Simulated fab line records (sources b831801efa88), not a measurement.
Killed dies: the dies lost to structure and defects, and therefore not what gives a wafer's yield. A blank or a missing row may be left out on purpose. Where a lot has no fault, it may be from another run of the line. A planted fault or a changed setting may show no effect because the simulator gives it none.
Matching of chambers :: flow gf180mcu :: rie diel-04 running GF_V1_ETCH_16: 4 sister chambers
The step etches BARC in N2/H2. 8 wafers are shown with their chamber, then 9 later ones without.

== WAFERS WITH THEIR CHAMBER ==
wafer: L705.1
chamber: 3
drypump motor current A (A): 5.5
throttle valve pct (%): 13.234

wafer: L706.5
chamber: 2
drypump motor current A (A): 5.9
throttle valve pct (%): 13.238

wafer: L706.6
chamber: 1
drypump motor current A (A): 4.8
throttle valve pct (%): 13.235

wafer: L707.5
chamber: 1
drypump motor current A (A): 4.8
throttle valve pct (%): 13.222

wafer: L707.6
chamber: 2
drypump motor current A (A): 6.0
throttle valve pct (%): 13.227

wafer: L709.4
chamber: 0
drypump motor current A (A): 5.6
throttle valve pct (%): 13.230

wafer: L709.5
chamber: 3
drypump motor current A (A): 5.4
throttle valve pct (%): 13.217

wafer: L709.6
chamber: 0
drypump motor current A (A): 5.6
throttle valve pct (%): 13.220

== WAFERS WHOSE CHAMBER IS MISSING ==
wafer: L712.3
drypump motor current A (A): 5.6
throttle valve pct (%): 13.227

wafer: L712.4
drypump motor current A (A): 6.0
throttle valve pct (%): 13.236

wafer: L712.5
drypump motor current A (A): 4.8
throttle valve pct (%): 13.234

wafer: L722.1
drypump motor current A (A): 5.6
throttle valve pct (%): 13.230

wafer: L722.3
drypump motor current A (A): 4.8
throttle valve pct (%): 13.210

wafer: L722.6
drypump motor current A (A): 5.9
throttle valve pct (%): 13.219

wafer: L723.2
drypump motor current A (A): 5.6
throttle valve pct (%): 13.219

wafer: L723.3
drypump motor current A (A): 5.4
throttle valve pct (%): 13.226

wafer: L723.4
drypump motor current A (A): 6.0
throttle valve pct (%): 13.218

== WHICH CHAMBER EACH WENT THROUGH ==
wafer: L712.3
from the rows above: 0
in truth: 0

wafer: L712.4
from the rows above: 2
in truth: 2

wafer: L712.5
from the rows above: 1
in truth: 1

wafer: L722.1
from the rows above: 0
in truth: 0

wafer: L722.3
from the rows above: 1
in truth: 1

wafer: L722.6
from the rows above: 2
in truth: 2

wafer: L723.2
from the rows above: 0
in truth: 0

wafer: L723.3
from the rows above: 3
in truth: 3

wafer: L723.4
from the rows above: 2
in truth: 2
Correct placement for 9 of the 9. Can't be placed from these rows: 0. Placed wrongly: 0.
How it was worked out, from the rows above alone: a wafer's distance from a chamber is the root of the sum, over the readings, of the square of ((its reading less the chamber's mean) divided by the reading's scatter). If the next closest chamber is less than 2 further off than the closest, the wafer can't be placed; otherwise it belongs to the closest. Each chamber's mean is taken over the wafers shown for it. How the scatter is found: for the shown wafers, subtract from each reading the mean of its chamber, square and add these, divide the total by (wafers less chambers), then take the root.
